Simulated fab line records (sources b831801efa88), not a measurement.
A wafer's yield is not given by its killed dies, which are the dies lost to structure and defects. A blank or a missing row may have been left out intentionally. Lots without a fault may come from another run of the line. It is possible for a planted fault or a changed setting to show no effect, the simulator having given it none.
Which tool was responsible? -- flow gf180mcu -- Sampling: 14 lots, 42 wafers, 3 of 602 route steps

WHAT THE GAUGES READ, wafer by wafer
GF_VT_IMPLANT_OVL_MEAS_18. Usual: VT_IMPLANT_01_OVL typically reads 0.9 nm, with standard deviation 1.4.
lot,measured,on,VT_IMPLANT_01_OVL (nm),flag
L624,day 6 19:24,overlay-02,0.8 0.3 0.9,
L626,day 7 05:21,overlay-02,0.4 0.8 1.1,
L627,day 7 11:24,overlay-02,1.8 1.7 -0.9,
L629,day 8 02:58,overlay-01,0.0 -0.8 -0.2,
L630,day 8 09:01,overlay-02,2.1 2.3 1.0,
L632,day 8 21:09,overlay-01,2.2 0.0 2.0,
L636,day 9 23:58,overlay-02,0.1 -0.1 -0.2,
L638,day 10 10:37,overlay-02,1.0 1.9 0.5,
L640,day 11 03:05,overlay-02,1.5 2.7 1.1,
L641,day 11 08:24,overlay-01,-0.3 -0.9 0.7,
L642,day 11 13:45,overlay-01,2.5 1.7 1.3,
L643,day 11 17:21,overlay-01,-0.1 0.4 -0.2,
L644,day 12 04:54,overlay-02,0.6 -0.2 -0.6,
L645,day 12 09:45,overlay-02,0.2 1.9 1.2,

GF_POLY_GATE_CD_MEAS_18. Usual: cdNm reads 280.7 nm (standard deviation 1.6).
lot,measured,on,cdNm (nm),flag
L624,day 9 22:14,cdSem-01,281.2 279.6 279.1,
L626,day 10 09:22,cdSem-01,284.0 280.8 280.3,
L627,day 10 14:22,cdSem-02,279.8 279.4 281.2,
L629,day 11 09:03,cdSem-02,280.9 280.7 281.0,
L630,day 11 16:04,cdSem-02,283.4 281.9 283.5,
L632,day 12 06:26,cdSem-02,280.6 281.5 280.4,
L636,day 13 15:04,cdSem-01,281.6 280.8 279.8,
L638,day 14 02:14,cdSem-01,280.5 280.7 282.3,
L640,day 14 18:00,cdSem-01,280.6 280.0 278.6,
L641,day 15 00:37,cdSem-02,281.4 281.3 280.6,
L642,day 15 06:34,cdSem-02,282.5 281.7 282.0,
L643,day 15 14:51,cdSem-02,278.3 282.5 280.5,
L644,day 15 23:23,cdSem-01,281.5 280.5 281.1,
L645,day 16 05:37,cdSem-01,279.1 278.9 280.7,

WHICH TOOL RAN EACH LOT (tool, then ch and the chambers of the sampled wafers, then the start)
lot,GF_POLY_GATE_ETCH_12
L624,"rieDiel-01 ch 0,1, day 9 20:35"
L626,"rieDiel-01 ch 2,3, day 10 07:44"
L627,"rieDiel-02 ch 2,3, day 10 12:49"
L629,"rieDiel-01 ch 1,2, day 11 07:03"
L630,"rieDiel-02 ch 1,2, day 11 14:29"
L632,"rieDiel-01 ch 0,1,2, day 12 04:39"
L636,"rieDiel-02 ch 0,1, day 13 12:30"
L638,"rieDiel-01 ch 0,1,3, day 14 00:28"
L640,"rieDiel-02 ch 1,2, day 14 16:24"
L641,"rieDiel-01 ch 0,1,2, day 14 23:03"
L642,"rieDiel-03 ch 1,2, day 15 04:00"
L643,"rieDiel-03 ch 0,1,3, day 15 10:21"
L644,"rieDiel-03 ch 1,3, day 15 20:32"
L645,"rieDiel-03 ch 0,1,2, day 16 04:03"
- GF_POLY_GATE_ETCH_12: etches BARC in N2/H2.

WHAT THE TOOLS THEMSELVES READ (means of the sampled wafers that have a number; where no wafer has one, the mark that the record gives instead)
GF_POLY_GATE_ETCH_12. Usual: drypumpMotorCurrentA 5.6 A, standard deviation 0.4; oesProductAu 0.736 a.u., standard deviation 0.0047; throttleValvePct 13.215 %, standard deviation 0.0087.
lot,tool,drypumpMotorCurrentA (A),oesProductAu (a.u.),throttleValvePct (%),flag
L624,rieDiel-01,5.2,0.738,13.215,
L626,rieDiel-01,5.9,0.737,13.212,
L627,rieDiel-02,5.3,0.737,13.222,
L629,rieDiel-01,5.6,0.735,13.221,
L630,rieDiel-02,5.7,0.739,13.219,
L632,rieDiel-01,5.4,0.737,13.212,
L636,rieDiel-02,5.5,0.735,13.214,
L638,rieDiel-01,5.5,0.736,13.213,
L640,rieDiel-02,5.7,0.730,13.213,
L641,rieDiel-01,5.4,0.736,13.212,
L642,rieDiel-03,5.7,0.737,13.216,
L643,rieDiel-03,6.0,0.739,13.216,
L644,rieDiel-03,6.3,0.731,13.201,
L645,rieDiel-03,5.5,0.737,13.207,

THE ANSWER, worked out from the rows above alone
Rule: a lot counts as off when the mean over its wafers that have a number is more than 3 standard deviations away from the usual mean. Also off: a lot with no number at a reading for which 4 or more lots have one. The other lots that the step has rows for count as sound. Order of review: gauges by route order, followed by the tools' own readings, for which a lot's mean as printed above is used. At the first step where some lot is off, the reading lying furthest off is the one used; lots without a number count as furthest.
Nothing can be told from this: no lot is off at any reading shown.

WHAT THE SIMULATOR PUT IN
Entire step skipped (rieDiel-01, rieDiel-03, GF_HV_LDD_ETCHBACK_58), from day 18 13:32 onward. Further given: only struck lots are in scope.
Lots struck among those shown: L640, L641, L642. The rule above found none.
